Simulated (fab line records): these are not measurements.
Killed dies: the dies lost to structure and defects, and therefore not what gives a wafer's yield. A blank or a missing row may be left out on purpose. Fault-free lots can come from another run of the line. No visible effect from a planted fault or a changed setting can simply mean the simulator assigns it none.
Which tool is to blame?	flow sky130	Sampling: 14 lots, 41 wafers, 2 of 708 route steps

WHAT THE GAUGES SHOWED, per wafer
No reading from a measuring or inspecting step in the record can be judged against a usual standard deviation.

EACH LOT AND THE TOOL THAT RAN IT (in order: tool; ch and the chambers of the sampled wafers; start)
lot	SKY_VIA3_ETCH_14	SKY_VIA3_STRIP_16
L611	rie diel-01 ch 0,1,3, day 39 17:14	plasma asher-04 ch 0,1, day 39 17:20
L613	rie diel-04 ch 1,2, day 40 10:28	plasma asher-03 ch 0,1, day 40 10:34
L614	rie diel-02 ch 0,1,3, day 40 15:35	plasma asher-04 ch 0,1, day 40 15:43
L615	rie diel-01 ch 0,2,3, day 40 21:04	plasma asher-04 ch 0,1, day 40 21:10
L617	rie diel-01 ch 0,2,3, day 41 08:29	plasma asher-04 ch 0,1, day 41 08:35
L616	rie diel-04 ch 0,2,3, day 41 09:38	plasma asher-04 ch 0,1, day 41 09:44
L618	rie diel-04 ch 0,1,3, day 41 21:08	plasma asher-03 ch 0,1, day 41 21:14
L619	rie diel-04 ch 2,3, day 42 05:50	plasma asher-01 ch 0,1, day 42 05:56
L620	rie diel-02 ch 1,2,3, day 42 11:13	plasma asher-03 ch 0,1, day 42 11:19
L627	rie diel-01 ch 0,1, day 44 16:19	plasma asher-03 ch 0,1, day 44 16:25
L628	rie diel-01 ch 0,1, day 44 19:38	plasma asher-04 ch 0,1, day 44 19:44
L631	rie diel-02 ch 0,1,2, day 45 06:41	plasma asher-03 ch 0,1, day 45 06:47
L632	rie diel-04 ch 0,3, day 45 13:20	plasma asher-03 ch 0,1, day 45 13:26
L633	rie diel-02 ch 0,2, day 45 21:49	plasma asher-04 ch 0,1, day 45 21:55
- SKY_VIA3_ETCH_14: etches BARC in N2/H2, stops on SiO2, time 45.9 s, target depth 60 nm.
- SKY_VIA3_STRIP_16: strips in O2/N2.

AS READ BY THE TOOLS THEMSELVES (means over the sampled wafers that have a number; for cases with no such wafer, the mark the record gives instead)
SKY_VIA3_ETCH_14.
lot	tool	drypump motor current A (A)	oes product au (a.u.)	run length s (s)	throttle valve pct (%)
L611	rie diel-01	5.7	0.856	74.2	13.225
L613	rie diel-04	5.4	0.855	74.1	13.213
L614	rie diel-02	5.9	0.854	74.2	13.221
L615	rie diel-01	5.8	0.853	74.5	13.233
L617	rie diel-01	5.8	0.855	74.6	13.230
L616	rie diel-04	5.8	0.856	74.2	13.229
L618	rie diel-04	5.8	0.862	74.6	13.217
L619	rie diel-04	5.6	0.851	74.2	13.227
L620	rie diel-02	5.9	0.855	74.3	13.225
L627	rie diel-01	5.5	0.924	69.2	13.231
L628	rie diel-01	5.3	0.903	71.1	13.227
L631	rie diel-02	5.9	0.852	74.3	13.228
L632	rie diel-04	5.8	0.857	74.2	13.218
L633	rie diel-02	5.8	0.853	74.1	13.226

SKY_VIA3_STRIP_16.
lot	tool	drypump motor current A (A)	oes product au (a.u.)	strip time to endpoint s (s)
L611	plasma asher-04	5.80	0.403	4.124
L613	plasma asher-03	5.92	0.395	4.123
L614	plasma asher-04	5.83	0.405	4.125
L615	plasma asher-04	5.80	0.401	4.135
L617	plasma asher-04	5.80	0.406	4.137
L616	plasma asher-04	5.83	0.405	4.149
L618	plasma asher-03	5.91	0.398	4.147
L619	plasma asher-01	5.57	0.403	4.140
L620	plasma asher-03	5.91	0.401	4.156
L627	plasma asher-03	5.88	0.401	4.209
L628	plasma asher-04	5.80	0.404	4.180
L631	plasma asher-03	5.91	0.404	4.126
L632	plasma asher-03	5.87	0.404	4.147
L633	plasma asher-04	5.85	0.402	4.136

THE ANSWER, worked out from the rows above alone
Rule: the usual values come from the lots themselves. The widest of any qualifying gaps counts: lots, ordered by their means at a reading, are off when they make up no more than a third of the lots, leave a main group of 4 or more, and stand apart from it by 3 or more times the standard deviation of that group's means. If all means in a main group match to the digits the tables above print for the reading, that group is not used. Also off: a lot with no number at a reading for which 4 or more lots have one. The other lots that the step has rows for count as sound. After the gauges, taken in route order, come the tools' own readings; for these a lot's mean is taken, as printed above. The first step at which some lot is off is used, and at that step the reading that is off furthest; a lot without a number counts as furthest.
Off: L627, L628 (SKY_VIA3_ETCH_14, run length s). Main group: mean 74.3 s, sd 0.17.
If a tool, at that step or one of the process steps before it, ran each lot that is off and ran no sound lot following the first of them, it fits. One fits: SKY_VIA3_ETCH_14 on rie diel-01. Its last sound lot is L617 (day 41 08:29), its first lot that is off L627 (day 44 16:19): a fault that began between those two fits.
The tool's own readings at SKY_VIA3_ETCH_14 bear it out: on the lots that are off they differ by more than 5 times the standard deviation of the sound lots' means. oes product au reads 0.913 a.u. there against 0.855 a.u. on the sound lots; run length s reads 70.2 s there against 74.3 s on the sound lots.

WHAT WAS PUT IN BY THE SIMULATOR
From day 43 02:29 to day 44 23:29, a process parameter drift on rie diel-01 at SKY_VIA3_ETCH_14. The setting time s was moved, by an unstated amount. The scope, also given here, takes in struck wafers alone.
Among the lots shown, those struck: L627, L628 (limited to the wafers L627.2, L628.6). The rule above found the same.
